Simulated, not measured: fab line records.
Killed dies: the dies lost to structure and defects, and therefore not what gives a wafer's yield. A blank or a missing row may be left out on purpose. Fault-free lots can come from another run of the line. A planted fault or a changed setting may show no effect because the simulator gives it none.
What tool caused it? :: flow gf180mcu :: 39 wafers from 13 lots sampled at 4 of the route's 602 steps

WHAT THE GAUGES READ, wafer by wafer
GF_M3_THK_MEAS_06: measures by xrf.
lot: L806
measured: day 20 01:42
on: film_metro-02
M3_ALCU_THK (nm): 443 445 442

lot: L809
measured: day 21 06:58
on: film_metro-02
M3_ALCU_THK (nm): 443 444 443

lot: L811
measured: day 21 23:49
on: film_metro-03
M3_ALCU_THK (nm): 439 444 442

lot: L812
measured: day 22 13:11
on: film_metro-03
M3_ALCU_THK (nm): 438 437 440

lot: L813
measured: day 22 21:22
on: film_metro-02
M3_ALCU_THK (nm): 447 446 449

lot: L820
measured: day 25 05:59
on: film_metro-01
M3_ALCU_THK (nm): 461 455 460

lot: L821
measured: day 26 01:05
on: film_metro-03
M3_ALCU_THK (nm): 454 452 452

lot: L823
measured: day 26 14:14
on: film_metro-02
M3_ALCU_THK (nm): 449 448 453

lot: L824
measured: day 26 20:28
on: film_metro-01
M3_ALCU_THK (nm): 446 441 450

lot: L825
measured: day 27 05:35
on: film_metro-03
M3_ALCU_THK (nm): 450 452 450

lot: L827
measured: day 27 19:16
on: film_metro-01
M3_ALCU_THK (nm): 444 450 453

lot: L828
measured: day 27 21:42
on: film_metro-02
M3_ALCU_THK (nm): 442 444 444

lot: L829
measured: day 28 06:47
on: film_metro-01
M3_ALCU_THK (nm): 443 444 443

TOOL THAT RAN EACH LOT (tool first, then ch and the chambers of the sampled wafers, then the start)
lot: L806
GF_DUAL_GATE_OXIDATION_15: furnace-01 ch 0, day 8 05:55
GF_POLY_GATE_ETCH_12: rie_diel-04 ch 2,3, day 9 01:21
GF_M1_SPUTTER_04: pvd_sputter-04, day 15 21:58

lot: L809
GF_DUAL_GATE_OXIDATION_15: furnace-02 ch 0, day 9 03:26
GF_POLY_GATE_ETCH_12: rie_diel-03 ch 1,2, day 10 01:39
GF_M1_SPUTTER_04: pvd_sputter-03, day 17 03:08

lot: L811
GF_DUAL_GATE_OXIDATION_15: furnace-02 ch 0, day 9 14:31
GF_POLY_GATE_ETCH_12: rie_diel-03 ch 0,3, day 10 11:09
GF_M1_SPUTTER_04: pvd_sputter-04, day 17 17:26

lot: L812
GF_DUAL_GATE_OXIDATION_15: furnace-02 ch 0, day 10 00:14
GF_POLY_GATE_ETCH_12: rie_diel-01 ch 1,2, day 10 21:00
GF_M1_SPUTTER_04: pvd_sputter-03, day 18 07:17

lot: L813
GF_DUAL_GATE_OXIDATION_15: furnace-02 ch 0, day 10 06:50
GF_POLY_GATE_ETCH_12: rie_diel-03 ch 0,2, day 11 04:21
GF_M1_SPUTTER_04: pvd_sputter-02, day 18 13:34

lot: L820
GF_DUAL_GATE_OXIDATION_15: furnace-01 ch 0, day 12 06:08
GF_POLY_GATE_ETCH_12: rie_diel-01 ch 0,2,3, day 13 03:57
GF_M1_SPUTTER_04: pvd_sputter-02, day 21 02:27

lot: L821
GF_DUAL_GATE_OXIDATION_15: furnace-02 ch 0, day 12 20:13
GF_POLY_GATE_ETCH_12: rie_diel-01 ch 0,1,2, day 13 19:11
GF_M1_SPUTTER_04: pvd_sputter-03, day 21 23:07

lot: L823
GF_DUAL_GATE_OXIDATION_15: furnace-01 ch 0, day 13 08:31
GF_POLY_GATE_ETCH_12: rie_diel-01 ch 1,2,3, day 14 09:08
GF_M1_SPUTTER_04: pvd_sputter-04, day 22 15:26

lot: L824
GF_DUAL_GATE_OXIDATION_15: furnace-02 ch 0, day 13 16:05
GF_POLY_GATE_ETCH_12: rie_diel-03 ch 1,2, day 14 15:12
GF_M1_SPUTTER_04: pvd_sputter-03, day 22 22:23

lot: L825
GF_DUAL_GATE_OXIDATION_15: furnace-02 ch 0, day 14 04:10
GF_POLY_GATE_ETCH_12: rie_diel-03 ch 0,1,3, day 15 03:29
GF_M1_SPUTTER_04: pvd_sputter-04, day 23 08:30

lot: L827
GF_DUAL_GATE_OXIDATION_15: furnace-01 ch 0, day 14 14:43
GF_POLY_GATE_ETCH_12: rie_diel-01 ch 0,3, day 15 16:54
GF_M1_SPUTTER_04: pvd_sputter-03, day 23 22:57

lot: L828
GF_DUAL_GATE_OXIDATION_15: furnace-01 ch 0, day 14 19:31
GF_POLY_GATE_ETCH_12: rie_diel-04 ch 1,3, day 15 21:14
GF_M1_SPUTTER_04: pvd_sputter-04, day 24 02:13

lot: L829
GF_DUAL_GATE_OXIDATION_15: furnace-02 ch 0, day 15 05:44
GF_POLY_GATE_ETCH_12: rie_diel-03 ch 1,2,3, day 16 07:39
GF_M1_SPUTTER_04: pvd_sputter-03, day 24 12:49
- GF_DUAL_GATE_OXIDATION_15: stabilise 600 s, purge 300 s, target thk 7.098 nm.
- GF_POLY_GATE_ETCH_12: etches BARC in N2/H2.
- GF_M1_SPUTTER_04: material TiN, target thk 50 nm, time 41.7 s.

AS READ BY THE TOOLS THEMSELVES (means over the sampled wafers that have a number; for cases with no such wafer, the mark the record gives instead)
GF_DUAL_GATE_OXIDATION_15.
lot: L806
tool: furnace-01
spike_tc_bottom_C (C): 867.6
spike_tc_centre_C (C): 850.0
spike_tc_lower_C (C): 850.2
spike_tc_top_C (C): 860.1
spike_tc_upper_C (C): 850.6
tube_center_temp_C (C): 850
tube_center_temp_C_max: 852.3

lot: L809
tool: furnace-02
spike_tc_bottom_C (C): 873.3
spike_tc_centre_C (C): 851.5
spike_tc_lower_C (C): 850.4
spike_tc_top_C (C): 863.4
spike_tc_upper_C (C): 852.9
tube_center_temp_C (C): 850
tube_center_temp_C_max: 852.5

lot: L811
tool: furnace-02
spike_tc_bottom_C (C): 881.6
spike_tc_centre_C (C): 859.8
spike_tc_lower_C (C): 857.4
spike_tc_top_C (C): 871.1
spike_tc_upper_C (C): 860.3
tube_center_temp_C (C): 857
tube_center_temp_C_max: 859.6

lot: L812
tool: furnace-02
spike_tc_bottom_C (C): 880.1
spike_tc_centre_C (C): 858.3
spike_tc_lower_C (C): 856.3
spike_tc_top_C (C): 872.2
spike_tc_upper_C (C): 859.2
tube_center_temp_C (C): 857
tube_center_temp_C_max: 859.6

lot: L813
tool: furnace-02
spike_tc_bottom_C (C): 880.2
spike_tc_centre_C (C): 859.0
spike_tc_lower_C (C): 856.4
spike_tc_top_C (C): 870.9
spike_tc_upper_C (C): 859.5
tube_center_temp_C (C): 857
tube_center_temp_C_max: 859.4

lot: L820
tool: furnace-01
spike_tc_bottom_C (C): 868.9
spike_tc_centre_C (C): 850.9
spike_tc_lower_C (C): 850.9
spike_tc_top_C (C): 858.9
spike_tc_upper_C (C): 851.4
tube_center_temp_C (C): 850
tube_center_temp_C_max: 852.1

lot: L821
tool: furnace-02
spike_tc_bottom_C (C): 873.4
spike_tc_centre_C (C): 852.4
spike_tc_lower_C (C): 850.9
spike_tc_top_C (C): 863.9
spike_tc_upper_C (C): 851.4
tube_center_temp_C (C): 850
tube_center_temp_C_max: 851.9

lot: L823
tool: furnace-01
spike_tc_bottom_C (C): 868.7
spike_tc_centre_C (C): 850.6
spike_tc_lower_C (C): 850.9
spike_tc_top_C (C): 859.1
spike_tc_upper_C (C): 851.4
tube_center_temp_C (C): 850
tube_center_temp_C_max: 852.1

lot: L824
tool: furnace-02
spike_tc_bottom_C (C): 873.4
spike_tc_centre_C (C): 851.4
spike_tc_lower_C (C): 850.1
spike_tc_top_C (C): 864.3
spike_tc_upper_C (C): 851.3
tube_center_temp_C (C): 850
tube_center_temp_C_max: 852.4

lot: L825
tool: furnace-02
spike_tc_bottom_C (C): 873.3
spike_tc_centre_C (C): 851.0
spike_tc_lower_C (C): 850.1
spike_tc_top_C (C): 863.6
spike_tc_upper_C (C): 850.7
tube_center_temp_C (C): 850
tube_center_temp_C_max: 852.2

lot: L827
tool: furnace-01
spike_tc_bottom_C (C): 867.6
spike_tc_centre_C (C): 850.9
spike_tc_lower_C (C): 850.6
spike_tc_top_C (C): 857.8
spike_tc_upper_C (C): 851.1
tube_center_temp_C (C): 850
tube_center_temp_C_max: 852.0

lot: L828
tool: furnace-01
spike_tc_bottom_C (C): 867.8
spike_tc_centre_C (C): 850.9
spike_tc_lower_C (C): 851.7
spike_tc_top_C (C): 858.6
spike_tc_upper_C (C): 850.7
tube_center_temp_C (C): 850
tube_center_temp_C_max: 852.4

lot: L829
tool: furnace-02
spike_tc_bottom_C (C): 873.7
spike_tc_centre_C (C): 852.7
spike_tc_lower_C (C): 850.7
spike_tc_top_C (C): 863.1
spike_tc_upper_C (C): 852.2
tube_center_temp_C (C): 850
tube_center_temp_C_max: 851.8

GF_POLY_GATE_ETCH_12.
lot: L806
tool: rie_diel-04
drypump_motor_current_A (A): 5.6
oes_product_au (a.u.): 0.739
throttle_valve_pct (%): 13.217

lot: L809
tool: rie_diel-03
drypump_motor_current_A (A): 5.7
oes_product_au (a.u.): 0.737
throttle_valve_pct (%): 13.220

lot: L811
tool: rie_diel-03
drypump_motor_current_A (A): 5.7
oes_product_au (a.u.): 0.732
throttle_valve_pct (%): 13.214

lot: L812
tool: rie_diel-01
drypump_motor_current_A (A): 5.6
oes_product_au (a.u.): 0.734
throttle_valve_pct (%): 13.216

lot: L813
tool: rie_diel-03
drypump_motor_current_A (A): 6.1
oes_product_au (a.u.): 0.736
throttle_valve_pct (%): 13.215

lot: L820
tool: rie_diel-01
drypump_motor_current_A (A): 5.7
oes_product_au (a.u.): 0.734
throttle_valve_pct (%): 13.209

lot: L821
tool: rie_diel-01
drypump_motor_current_A (A): 5.7
oes_product_au (a.u.): 0.736
throttle_valve_pct (%): 13.207

lot: L823
tool: rie_diel-01
drypump_motor_current_A (A): 5.6
oes_product_au (a.u.): 0.734
throttle_valve_pct (%): 13.217

lot: L824
tool: rie_diel-03
drypump_motor_current_A (A): 5.5
oes_product_au (a.u.): 0.734
throttle_valve_pct (%): 13.216

lot: L825
tool: rie_diel-03
drypump_motor_current_A (A): 5.6
oes_product_au (a.u.): 0.731
throttle_valve_pct (%): 13.227

lot: L827
tool: rie_diel-01
drypump_motor_current_A (A): 5.6
oes_product_au (a.u.): 0.737
throttle_valve_pct (%): 13.214

lot: L828
tool: rie_diel-04
drypump_motor_current_A (A): 5.6
oes_product_au (a.u.): 0.734
throttle_valve_pct (%): 13.209

lot: L829
tool: rie_diel-03
drypump_motor_current_A (A): 5.5
oes_product_au (a.u.): 0.736
throttle_valve_pct (%): 13.216

GF_M1_SPUTTER_04.
lot: L806
tool: pvd_sputter-04
throttle_valve_pct (%): 28.8

lot: L809
tool: pvd_sputter-03
throttle_valve_pct (%): 30.8

lot: L811
tool: pvd_sputter-04
throttle_valve_pct (%): 30.0

lot: L812
tool: pvd_sputter-03
throttle_valve_pct (%): 29.0

lot: L813
tool: pvd_sputter-02
throttle_valve_pct (%): 29.5

lot: L820
tool: pvd_sputter-02
throttle_valve_pct (%): 29.5

lot: L821
tool: pvd_sputter-03
throttle_valve_pct (%): 29.7

lot: L823
tool: pvd_sputter-04
throttle_valve_pct (%): 29.2

lot: L824
tool: pvd_sputter-03
throttle_valve_pct (%): 31.6

lot: L825
tool: pvd_sputter-04
throttle_valve_pct (%): 29.6

lot: L827
tool: pvd_sputter-03
throttle_valve_pct (%): 31.0

lot: L828
tool: pvd_sputter-04
throttle_valve_pct (%): 30.2

lot: L829
tool: pvd_sputter-03
throttle_valve_pct (%): 31.7

THE ANSWER, worked out from the rows above alone
Rule: usual is defined by the lots themselves. Put in order of their means at a reading, lots are off if they are a third of the lots or fewer, leave a main group of 4 or more, and stand apart from it by a gap of 3 or more times the standard deviation of the main group's means; of several such gaps the widest counts. If all means in a main group match to the digits the tables above print for the reading, that group is not used. A lot without any number at a reading at which 4 lots or more have one is off too. All remaining lots with rows at the step are treated as sound. Order of review: gauges by route order, followed by the tools' own readings, for which a lot's mean as printed above is used. At the first step where some lot is off, the reading lying furthest off is the one used; lots without a number count as furthest.
Off: L811, L812, L813, at GF_DUAL_GATE_OXIDATION_15 (tube_center_temp_C_max). The main group: mean 852.2, standard deviation 0.22.
A tool fits if, at that step or a process step before it, it ran every lot that is off, and no sound lot after the first of them. No candidate that was tried fits.

WHAT HAD BEEN PUT IN BY THE SIMULATOR
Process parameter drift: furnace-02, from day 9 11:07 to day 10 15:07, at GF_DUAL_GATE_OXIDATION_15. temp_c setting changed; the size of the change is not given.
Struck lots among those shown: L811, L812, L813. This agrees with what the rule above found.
